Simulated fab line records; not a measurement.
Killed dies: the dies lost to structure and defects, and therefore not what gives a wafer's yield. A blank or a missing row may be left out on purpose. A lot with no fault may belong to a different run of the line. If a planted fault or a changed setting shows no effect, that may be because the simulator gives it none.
A lot that was struck, set against a sound lot :: flow sky130 :: 18 steps out of a route of 708
Sound: these wafers, L196.2, L196.5, L196.6. Struck: wafer L209.4. (L209.1, L209.2 of the same lot were not struck and are left out.) The cause comes at the end.
Per side, at each step with rows, come the tool, then ch with its chambers, and then its first start. Under that, the readings that differ: sound wafers :: struck wafers :: difference of the means :: sigmas: that difference in standard deviations of wafers without a fault.
alike: a reading whose means differ by less than 2 such deviations, as well as words and numbers matching on both sides. not compared: withheld readings; readings where some wafer has no value; bounds like >300 that might hide an equal value; numbers whose values overlap and for which the record gives no deviation.
Wherever a step has rows on one side only, a row that says differs or no value, or a row with sigmas, the two part there. When numbers do not overlap yet have no deviation, they are printed without sigmas and do not part them. Lack of a reading on every wafer of one side parts them only where that side has two or more wafers.

SKY_CONTACT_ETCH_18: etches Si3N4 in CHF3/O2, stops on TiN, time 39 s, target depth 75 nm.
  sound: rieDiel-03 ch 1,2; struck: rieDiel-01 ch 2
reading: O2_flow_sccm (sccm)
sound: 4.987 4.990 5.002
struck: 5.032
difference: +0.039
sigmas: +3
  alike: drypumpMotorCurrentA, oesProductAu, throttleValvePct
  not compared: rfHoursCounterH
then, 5 steps without rows for these wafers: SKY_CONTACT_STRIP_19 (strips in O2/N2); SKY_CONTACT_STRIP_20 (strips in post etch residue remover, time 1200 s); SKY_CONTACT_CLEAN_21 (cleans in IPA, time 180 s); SKY_CONTACT_CLEAN_22 (cleans in O3/DIW); SKY_CONTACT_SPUTTER_23 (material TiN, target thk 20 nm, time 80 s).
SKY_CONTACT_CVD_24: deposits W, target thk 340 nm, time 102.12 s.
  sound on cvdW-02 ch 0,1, day 33 21:48; struck on cvdW-02 ch 0, day 38 00:23
  alike: heaterPowerW
SKY_CONTACT_RS_MEAS_25: measures by four-point-probe.
  sound on filmMetro-02 at day 33 21:56; struck on filmMetro-03 at day 38 00:30
  alike: CONTACT_W_RS
SKY_CONTACT_THK_MEAS_26: measures by xrf.
  sound on filmMetro-02 at day 33 22:02; struck on filmMetro-03 at day 38 00:37
  alike: CONTACT_W_THK
then, 1 step without rows for these wafers: SKY_CONTACT_CMP_27 (polishes, stops on SiO2, t overpolish 15 s, target thk 0 nm).
SKY_METAL1_SPUTTER_00: material Ti, target thk 15 nm, time 10 s.
  sound on pvdSputter-03 at day 33 22:23; struck on pvdSputter-01 at day 38 00:59
  alike: throttleValvePct
SKY_METAL1_SPUTTER_01: material TiN, target thk 20 nm, time 16.7 s.
  sound on pvdSputter-03 at day 33 22:25; struck on pvdSputter-01 at day 38 01:00
  alike: throttleValvePct
SKY_METAL1_SPUTTER_02: material AlCu, target thk 250 nm, time 13.3 s.
  sound on pvdSputter-03 at day 33 22:26; struck on pvdSputter-01 at day 38 01:02
reading: model.AlCu_of_METAL1_SPUTTER_02.thkNm (nm)
sound: 249.7 249.4 246.4
struck: 225.1
difference: -23.4
sigmas: 
  alike: throttleValvePct
then, 1 step without rows for these wafers: SKY_METAL1_SPUTTER_03 (material Ti, target thk 5 nm, time 3.3 s).
SKY_METAL1_SPUTTER_04: material TiN, target thk 70 nm, time 58.3 s.
  sound on pvdSputter-03 at day 33 22:29; struck on pvdSputter-01 at day 38 01:04
  alike: throttleValvePct
SKY_METAL1_RS_MEAS_05: measures by four-point-probe.
  sound on filmMetro-02 at day 33 22:33; struck on filmMetro-03 at day 38 01:25
reading: METAL1_ALCU_RS (ohm/sq)
sound: 0.1272 0.1273 0.1287
struck: 0.1415
difference: +0.0138
sigmas: +8
  not compared: hold
SKY_METAL1_THK_MEAS_06: measures by xrf.
  sound on filmMetro-02 at day 33 22:40; struck on filmMetro-03 at day 38 11:58
reading: METAL1_ALCU_THK (nm)
sound: 248 249 246
struck: 225
difference: -23
sigmas: -6
  not compared: hold
-- the record jumps here: 12 days lie between the struck wafers' starts before and after (it left off in module METAL1 and takes up again in module PAD_OPEN, whose first step shown is number 708 of the route) --
SKY_PAD_OPEN_PROBE_99:
  sound on prober-01 at day 47 18:59; struck on prober-02 at day 50 15:37
reading: model.etest.met1.lineOhmUm
sound: 0.942 0.9211 0.921
struck: 1.013
difference: +0.085
sigmas: 

reading: model.etest.met1.rsOhmSq
sound: 0.1287 0.1282 0.1311
struck: 0.1428
difference: +0.0135
sigmas: 
  alike: defectLimitedYield, killed_at_M0_to_M3, killed_at_M4_up, killedAtContacts, killedAtFrontEnd, killedAtOther, killedDies, killedOpen, killedShort, sort_bin_3_pad_short, sort_bin_5_function, sort_bin_6_memory, sortNPass, sortYieldPct

## WHERE THEY PART
Last at SKY_METAL1_THK_MEAS_06 as far as this record goes, first at SKY_CONTACT_ETCH_18. Later steps at which nothing parts them and some readings are alike: SKY_PAD_OPEN_PROBE_99.

WHY: whatever the simulator had introduced
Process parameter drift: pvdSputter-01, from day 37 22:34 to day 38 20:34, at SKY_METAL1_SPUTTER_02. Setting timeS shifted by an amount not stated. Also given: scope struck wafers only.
